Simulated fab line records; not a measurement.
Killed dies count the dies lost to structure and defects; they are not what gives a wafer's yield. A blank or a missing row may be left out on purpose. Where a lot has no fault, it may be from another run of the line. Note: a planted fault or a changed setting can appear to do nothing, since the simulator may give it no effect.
8D (eight disciplines) problem report, filled in by code + flow gf180mcu + the parts of the form that need people (team, actions taken, sign-off) are left out

== 1. PROBLEM STATEMENT ==
Wafers free of any fault read 858 nm (standard deviation 11) for CONTACT_CVD_02_THK at GF_CONTACT_THK_MEAS_03, against a mean of 1638 nm on 5 wafers of 3 lots. Relative to the usual mean, that is a shift of +71 standard deviations.
First seen on wafer L442.2, day 17 10:33, on filmMetro-03. The record holds 39 wafers of 14 lots with a number at this step. Rule for "out" (also "out of limits"): further than 4 standard deviations from the usual mean. All remaining wafers that have a number are taken as sound.

== 2. WHAT IT IS; WHAT IT IS NOT ==
| question                    | is                                     | is not                                                                                                         |
|-----------------------------|----------------------------------------|----------------------------------------------------------------------------------------------------------------|
| which readings at this step | CONTACT_CVD_02_THK                     | -                                                                                                              |
| which lots                  | L441, L442, L443                       | L436, L437, L438, L452, L453, L454, L455, L456, L457, L458, L459                                               |
| which wafers of those lots  | L441.2, L441.5, L442.2, L443.2, L443.5 | L442.6                                                                                                         |
| read on which gauges        | filmMetro-03                           | filmMetro-01, filmMetro-02                                                                                     |
| when                        | from day 17 10:33                      | up to then (10 sound wafers); but 24 sound wafers of L452, L453, L454, L455, L456, L457, L458, L459 came after |

== 3. SUSPECTS, AND WHAT RULES EACH OUT ==
Counting: a tool at a process step up to the reading stays a suspect if it ran every lot that is out. Sound lots after the first of them don't rule it out here, since some wafers of a struck lot are sound.
- ruled out: the gauge at GF_CONTACT_THK_MEAS_03. All the wafers that are out were read on filmMetro-03, but those of them that GF_CONTACT_CMP_04 has rows for are out there too, on other tools.
- rtpAnneal-02 at GF_SALICIDE_RTA_08 (time 30 s): kept. Ran every lot that is out, first one L442 (day 17 10:17); last sound lot up to then L438 (day 16 02:32).
- pecvd-02 at GF_CONTACT_CVD_02 (deposits SiO2 from TEOS, target thk 860 nm, time 95.992 s): kept. Ran every lot that is out, first one L442 (day 17 10:28); last sound lot up to then L438 (day 16 02:43).
Left after counting: rtpAnneal-02 at GF_SALICIDE_RTA_08, pecvd-02 at GF_CONTACT_CVD_02.

== 4. THE CAUSE (what the simulator had put in) ==
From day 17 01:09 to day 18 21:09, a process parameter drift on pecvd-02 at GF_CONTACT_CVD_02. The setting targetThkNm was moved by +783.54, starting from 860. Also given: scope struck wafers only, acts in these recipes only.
2 suspects survive the count, and this tool is in that group.

== 5. SEQUENCE OF EFFECTS, ordered by route ==
One row per reading whose mean, taken over the struck wafers that have a number, lies over 3 standard deviations from the usual. Readings are gone through only where the record gives a usual standard deviation; hours: the median, over the lots, of the time from a lot's start at the first step in this table giving one to that lot's start at this step; sigmas: the change measured in usual standard deviations.
| hours | step                   | reading            | usual  | on struck wafers | change | sigmas |
|-------|------------------------|--------------------|--------|------------------|--------|--------|
| 0     | GF_CONTACT_THK_MEAS_03 | CONTACT_CVD_02_THK | 858 nm | 1638             | +780   | +71    |
| 0     | GF_CONTACT_CMP_04      | timeToEndpointS    | 107 s  | 396              | +289   | +47    |
It contains these process steps:
- GF_CONTACT_CMP_04: polishes SiO2.

== 6. WHAT WOULD HAVE CAUGHT IT SOONER ==
9 hours passed between the start of the fault at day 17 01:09 and the first reading out of limits at a measuring or inspecting step in this record, taken at day 17 10:33.
No tool reading at GF_CONTACT_CVD_02 that has a usual standard deviation in the record was out on any struck wafer, so an alarm limit of 4 standard deviations on those readings would not have fired.
Lots out: 3; of these, L441, L443 started GF_CONTACT_CVD_02 on pecvd-02 after day 17 10:33. A hold on the tool at that time would have spared those 2.
